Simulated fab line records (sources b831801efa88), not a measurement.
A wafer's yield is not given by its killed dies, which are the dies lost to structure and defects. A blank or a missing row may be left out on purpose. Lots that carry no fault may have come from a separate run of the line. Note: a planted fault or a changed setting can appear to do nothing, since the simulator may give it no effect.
Problem report, 8D (eight disciplines) form, completed by code | flow sky130 | the parts of the form that need people (team, actions taken, sign-off) are left out

## 1. THE PROBLEM
killed_at_M0_to_M3 at SKY_PAD_OPEN_PROBE_99 reads a mean of 173 on 6 wafers of 2 lots; wafers without a fault read 43 with a standard deviation of 6.6. That is +20 standard deviations from the usual mean.
The first sign was on wafer L575.1 at day 50 11:17, on prober-02. The record holds 36 wafers of 12 lots with a number at this step. Rule for "out", or "out of limits": more than 4 standard deviations from the usual mean. The other wafers with a number count as sound.

## 2. WHAT IT IS; WHAT IT IS NOT
question                    | is                                                                                                                                        | is not
which readings at this step | killed_at_M0_to_M3, defect-limited-yield, killed-dies, killed-on-rim, sort_bin_5_function, sort_bin_6_memory, sort-n-pass, sort-yield-pct | killed_at_M4_up, killed-at-contacts, killed-at-front-end, killed-at-other
which lots                  | L575, L576                                                                                                                                | L555, L556, L557, L558, L559, L561, L562, L564, L569, L570
which wafers of those lots  | all that have a number                                                                                                                    | -
read on which tools         | prober-01, prober-02                                                                                                                      | -
when                        | from day 50 11:17                                                                                                                         | up to then (30 sound wafers)

## 3. THE SUSPECTS, EACH WITH WHAT RULES IT OUT
Counting: any tool at a process step up to the reading is kept as a suspect provided that every lot that is out went through it and no sound lot did after the first of them.
- cmp-01 at SKY_VIA3_CMP_02 (polishes SiO2): kept. Every lot that is out went through it, starting with L575 (day 44 10:43), and after that it ran no sound lot; the last sound lot it ran before then is L564 (day 41 12:04).
- plasma-asher-04 at SKY_METAL5_STRIP_16 (strips in O2/N2): kept. Every lot that is out went through it, starting with L575 (day 48 23:00), and after that it ran no sound lot; the last sound lot it ran before then is L570 (day 48 02:03).
Left after counting: cmp-01 at SKY_VIA3_CMP_02, plasma-asher-04 at SKY_METAL5_STRIP_16.

## 4. THE CAUSE (what the simulator had put in)
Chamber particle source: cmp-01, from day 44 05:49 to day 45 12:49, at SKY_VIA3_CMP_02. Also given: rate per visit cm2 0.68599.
This tool is one of the 2 suspects left after counting.

## 5. THE CHAIN OF EFFECTS, in route order
Rows list readings where the struck wafers' mean (over those with a number) sits beyond 3 standard deviations from the usual. Scope: only readings with a usual standard deviation given in the record; hours: median across lots of the time from each lot's start at the first step in this table that gives one to its start at this step; sigmas: change in usual standard deviations.
hours | step                  | reading              | usual  | on struck wafers | change | sigmas
0     | SKY_PAD_OPEN_PROBE_99 | defect-limited-yield | 82.5 % | 57.1             | -25.4  | -14
0     | SKY_PAD_OPEN_PROBE_99 | killed_at_M0_to_M3   | 43     | 173              | +130   | +20
0     | SKY_PAD_OPEN_PROBE_99 | killed-dies          | 86     | 211              | +125   | +14
0     | SKY_PAD_OPEN_PROBE_99 | killed-on-rim        | 17     | 40               | +22    | +6.4
0     | SKY_PAD_OPEN_PROBE_99 | sort_bin_3_pad_short | 0.9 %  | 2.6              | +1.7   | +3.8
0     | SKY_PAD_OPEN_PROBE_99 | sort_bin_5_function  | 10.3 % | 26.6             | +16.3  | +10
0     | SKY_PAD_OPEN_PROBE_99 | sort_bin_6_memory    | 6.3 %  | 13.7             | +7.4   | +7.3
0     | SKY_PAD_OPEN_PROBE_99 | sort-n-pass          | 406    | 281              | -125   | -14
0     | SKY_PAD_OPEN_PROBE_99 | sort-yield-pct       | 82.5 % | 57.1             | -25.4  | -14
Its process steps:
- SKY_PAD_OPEN_PROBE_99

## 6. WHAT WOULD HAVE CAUGHT IT SOONER
149 hours passed between the start of the fault at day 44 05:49 and the first reading out of limits in this record, taken at day 50 11:17.
Of the tool readings at SKY_VIA3_CMP_02 for which the record gives a usual standard deviation, none was out on any struck wafer, so an alarm limit of 4 standard deviations on them would not have fired.
Lots out: 2; all had begun SKY_VIA3_CMP_02 on cmp-01 by day 50 11:17. Holding the tool at that point would not have protected any of them.
